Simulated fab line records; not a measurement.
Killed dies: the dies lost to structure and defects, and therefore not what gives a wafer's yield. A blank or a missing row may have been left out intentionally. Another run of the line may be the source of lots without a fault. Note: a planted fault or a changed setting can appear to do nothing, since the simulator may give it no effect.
Which of the tools did it? ; flow gf180mcu ; 24 lots with 72 wafers sampled at 2 steps, on a route of 602 steps

## WHAT EACH GAUGE READ, for each wafer
GF_M2_OVL_MEAS_15. Usual: for M2_OVL the level is -3 nm and the standard deviation is 6.5.
lot;measured;on;M2_OVL (nm);flag
L074;day 18 23:45;overlay-02;-12 -9 -15;
L075;day 19 07:27;overlay-02;-3 -3 -10;
L076;day 19 16:26;overlay-01;-10 1 -4;
L077;day 20 12:45;overlay-02;4 0 4;
L078;day 20 20:34;overlay-02;-5 -2 -10;
L079;day 21 06:51;overlay-01;11 8 -2;
L080;day 21 12:57;overlay-02;4 -6 -5;
L081;day 21 14:36;overlay-01;-7 -7 -11;
L082;day 22 11:10;overlay-02;-8 -6 -2;
L083;day 22 12:45;overlay-02;-5 -3 0;
L084;day 22 20:17;overlay-01;-3 2 -1;
L085;day 23 05:47;overlay-01;1 0 1;
L086;day 23 16:40;overlay-01;-4 2 6;
L087;day 24 04:13;overlay-02;-7 -8 -5;
L088;day 24 21:31;overlay-01;-8 -5 -16;
L089;day 25 00:15;overlay-02;4 1 11;
L090;day 25 05:20;overlay-02;-1 0 1;
L091;day 25 12:37;overlay-02;-9 -13 -5;
L092;day 25 23:28;overlay-01;-6 -1 -2;
L093;day 26 00:45;overlay-01;1 5 8;
L094;day 26 08:37;overlay-01;-3 -6 1;
L095;day 26 15:29;overlay-01;-11 -3 -13;
L096;day 26 18:22;overlay-01;9 5 7;
L097;day 27 03:13;overlay-02;-4 -8 -6;

## WHAT TOOL EACH LOT RAN ON (gives the tool, then ch and the chambers of the sampled wafers, and finally the start)
lot;GF_V1_SPUTTER_21
L074;pvd-sputter-02, day 17 21:58
L075;pvd-sputter-04, day 18 06:44
L076;pvd-sputter-02, day 18 14:36
L077;pvd-sputter-04, day 19 11:43
L078;pvd-sputter-03, day 19 19:18
L079;pvd-sputter-02, day 20 06:03
L080;pvd-sputter-04, day 20 11:52
L081;pvd-sputter-04, day 20 14:17
L082;pvd-sputter-03, day 21 10:56
L083;pvd-sputter-04, day 21 13:01
L084;pvd-sputter-02, day 21 20:27
L085;pvd-sputter-03, day 22 06:17
L086;pvd-sputter-04, day 22 16:31
L087;pvd-sputter-03, day 23 04:08
L088;pvd-sputter-02, day 23 22:23
L089;pvd-sputter-02, day 24 01:19
L090;pvd-sputter-02, day 24 06:25
L091;pvd-sputter-02, day 24 14:31
L092;pvd-sputter-04, day 25 01:02
L093;pvd-sputter-04, day 25 02:23
L094;pvd-sputter-03, day 25 11:11
L095;pvd-sputter-04, day 25 17:29
L096;pvd-sputter-03, day 25 21:07
L097;pvd-sputter-03, day 26 05:54
- GF_V1_SPUTTER_21: material Ti, target thk 15 nm, time 80.02 s.

## AS READ BY THE TOOLS THEMSELVES (means over the sampled wafers that have a number; for cases with no such wafer, the mark the record gives instead)
GF_V1_SPUTTER_21. Usual: 30.0 % for throttle-valve-pct, sd 0.65.
lot;tool;throttle-valve-pct (%);flag
L074;pvd-sputter-02;30.3;
L075;pvd-sputter-04;30.0;
L076;pvd-sputter-02;30.4;
L077;pvd-sputter-04;30.0;
L078;pvd-sputter-03;30.2;
L079;pvd-sputter-02;29.9;
L080;pvd-sputter-04;29.5;
L081;pvd-sputter-04;29.1;
L082;pvd-sputter-03;30.4;
L083;pvd-sputter-04;29.6;
L084;pvd-sputter-02;30.4;
L085;pvd-sputter-03;30.5;
L086;pvd-sputter-04;29.8;
L087;pvd-sputter-03;30.1;
L088;pvd-sputter-02;29.7;
L089;pvd-sputter-02;30.1;
L090;pvd-sputter-02;30.1;
L091;pvd-sputter-02;30.2;
L092;pvd-sputter-04;30.1;
L093;pvd-sputter-04;29.3;
L094;pvd-sputter-03;30.4;
L095;pvd-sputter-04;30.1;
L096;pvd-sputter-03;29.7;
L097;pvd-sputter-03;30.2;

## THE ANSWER, worked out from the rows above alone
Rule: a lot is off if the mean of its wafers that have a number lies more than 3 standard deviations from the usual mean. Also off: a lot with no number at a reading for which 4 or more lots have one. Where the step has rows for the other lots, those lots are counted as sound. Order of review: gauges by route order, followed by the tools' own readings, for which a lot's mean as printed above is used. The first step at which some lot is off is used, and at that step the reading that is off furthest; a lot without a number counts as furthest.
Nothing can be told from this: no lot is off at any reading shown.

## WHAT WAS PUT IN BY THE SIMULATOR
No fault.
